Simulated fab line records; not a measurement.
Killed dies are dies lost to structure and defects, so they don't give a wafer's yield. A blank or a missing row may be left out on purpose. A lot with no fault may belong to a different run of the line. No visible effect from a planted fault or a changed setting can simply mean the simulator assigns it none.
Shared-tool check | flow gf180mcu | 8 lots and 33 wafers in the sample

WHY THIS WAS OPENED
Of 8 lots, 3 have the reading PSD_TW flagged at GF_PSD_TW_MEAS_11. Wafers without a fault read 3167, standard deviation 26.
Rule: a lot is flagged in two cases, either no wafer of it has a number, or all its wafers with numbers fall more than 4 standard deviations from that mean. As for the other lots, they are considered sound.

lot  | measured     | on            | PSD_TW, wafer by wafer        | flag
L542 | day 14 10:04 | film_metro-04 | 3199 3217 3199                |
L543 | day 15 05:07 | film_metro-02 | 3159 3166 3143                |
L545 | day 15 19:46 | film_metro-02 | 3174 3162 3174                |
L544 | day 15 23:31 | film_metro-02 | 3181 3166 3169                |
L547 | day 16 11:10 | film_metro-03 | 3144 3157 3139                |
L551 | day 18 03:48 | film_metro-04 | 2181 2166 2177 2170 2173 2170 | FLAGGED
L553 | day 18 09:25 | film_metro-03 | 2121 2127 2120 2127 2116 2130 | FLAGGED
L554 | day 19 00:31 | film_metro-03 | 2123 2122 2134 2134 2139 2129 | FLAGGED
The numbers of the flagged lots are 2142 on average: -1025 against the usual, or -39 standard deviations.

LOT BY LOT: THE TOOL USED
Before the reading, the record contains 2 process steps out of a 602-step route. Read each cell as the tool, then ch plus the chambers that the sampled wafers visited, then the start.
lot  | flag    | GF_PSD_IMPLANT_09               | GF_PSD_STRIP_10
L542 |         | implanter-01 ch 0, day 14 09:50 | plasma_asher-03 ch 0,1, day 14 09:58
L543 |         | implanter-01 ch 0, day 15 04:52 | plasma_asher-04 ch 0, day 15 05:01
L545 |         | implanter-04 ch 0, day 15 19:31 | plasma_asher-03 ch 0,1, day 15 19:40
L544 |         | implanter-04 ch 0, day 15 23:16 | plasma_asher-04 ch 0,1, day 15 23:25
L547 |         | implanter-03 ch 0, day 16 10:55 | plasma_asher-03 ch 0,1, day 16 11:04
L551 | FLAGGED | implanter-01 ch 0, day 18 03:35 | plasma_asher-04 ch 0,1, day 18 03:42
L553 | FLAGGED | implanter-01 ch 0, day 18 09:10 | plasma_asher-03 ch 1, day 18 09:19
L554 | FLAGGED | implanter-03 ch 0, day 19 00:16 | plasma_asher-03 ch 0,1, day 19 00:25
What is done by these steps:
- GF_PSD_IMPLANT_09
- GF_PSD_STRIP_10: strips in O2/N2.
- GF_PSD_TW_MEAS_11

FLAGGED AGAINST TOTAL, ONE TOOL AT A TIME (gauges that did the reading follow at the end)
step              | tool            | lots run | flagged | share of the flagged lots | sound lots run after its first flagged lot
GF_PSD_IMPLANT_09 | implanter-01    | 4        | 2       | some                      | 0
GF_PSD_IMPLANT_09 | implanter-03    | 2        | 1       | some                      | 0
GF_PSD_IMPLANT_09 | implanter-04    | 2        | 0       | none                      | -
GF_PSD_STRIP_10   | plasma_asher-03 | 5        | 2       | some                      | 0
GF_PSD_STRIP_10   | plasma_asher-04 | 3        | 1       | some                      | 0
GF_PSD_TW_MEAS_11 | film_metro-02   | 3        | 0       | none                      | -
GF_PSD_TW_MEAS_11 | film_metro-03   | 3        | 2       | some                      | 0
GF_PSD_TW_MEAS_11 | film_metro-04   | 2        | 1       | some                      | 0

THE TABLE: WHAT IT ALLOWS
No row of the table ran every flagged lot.

WHAT HAD BEEN PUT IN BY THE SIMULATOR
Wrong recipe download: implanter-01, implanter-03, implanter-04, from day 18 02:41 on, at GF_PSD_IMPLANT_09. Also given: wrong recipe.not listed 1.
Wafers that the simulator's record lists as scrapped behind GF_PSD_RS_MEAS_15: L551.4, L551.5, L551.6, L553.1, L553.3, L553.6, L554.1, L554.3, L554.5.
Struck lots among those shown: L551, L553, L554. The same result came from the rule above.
